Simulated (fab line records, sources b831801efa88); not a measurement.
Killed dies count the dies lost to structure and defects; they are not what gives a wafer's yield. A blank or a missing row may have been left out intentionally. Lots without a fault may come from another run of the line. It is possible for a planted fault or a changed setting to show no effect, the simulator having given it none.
One fault seen from 2 desks | flow sky130 | every desk sees just its own numbers, and what lay behind them comes last

## TOOL OWNER'S DESK, pvd-sputter-04
At SKY_METAL3_SPUTTER_01 (material TiN, target thk 20 nm, time 16.7 s) the tool's own readings: per lot run on this tool, the mean of the sampled wafers that have a number. The brackets show how far a lot's mean lies from the usual mean; more than 4 standard deviations puts the lot out of limits, marked OUT.
Columns: A = chamber-pressure-pa at SKY_METAL3_SPUTTER_01, usual 0.4000 Pa; B = throttle-valve-pct at SKY_METAL3_SPUTTER_01, usual 30.3 %
lot  | first seen here | A                | B
L653 | day 37 19:27    | 0.4007           | 29.1
L655 | day 38 03:10    | 0.4284 (+36) OUT | 28.6
L658 | day 39 08:15    | 0.4276 (+35) OUT | 28.8
This desk's finding: out of limits on L655, L658; first on L655, day 38 03:10 (chamber-pressure-pa at SKY_METAL3_SPUTTER_01). L653: within limits.

## AT THE METROLOGY DESK
Lot by lot, what the gauges showed, no matter which tool ran the lot: averages of those sampled wafers that carry a number. The brackets show how far a lot's mean lies from the usual mean; more than 4 standard deviations puts the lot out of limits, marked OUT.
Columns: A = VIA2_W_RS at SKY_VIA2_RS_MEAS_22, usual 0.255 ohm/sq; B = VIA2_W_THK at SKY_VIA2_THK_MEAS_23, usual 430 nm
lot  | first seen here | A     | B
L653 | day 37 18:57    | 0.251 | 441
L655 | day 38 02:40    | 0.257 | 433
L658 | day 39 07:45    | 0.255 | 427
L664 | day 40 20:55    | 0.259 | 422
L666 | day 41 07:55    | 0.252 | 434
L671 | day 44 07:02    | 0.251 | 439
This desk found nothing out of limits on any of the 6 lots.

## ALL TOGETHER
The tool owner's desk could have raised an alarm at day 38 03:10, on L655, L658.
The metrology desk saw nothing out of limits.
The metrology desk has L655, L658 on record, within its limits.
The lots listed all ran SKY_METAL3_SPUTTER_01 on pvd-sputter-04.

## WHAT HAD BEEN PUT IN BY THE SIMULATOR
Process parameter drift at SKY_METAL3_SPUTTER_01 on pvd-sputter-04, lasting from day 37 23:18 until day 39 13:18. A move of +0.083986 in setting chamber-pressure-pa, from 0.4. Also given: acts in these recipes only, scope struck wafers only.
Struck lots among those shown: L655, L658.
Time in hours from fault onset to the first out-of-limits reading at each desk: the tool owner's desk, 4.
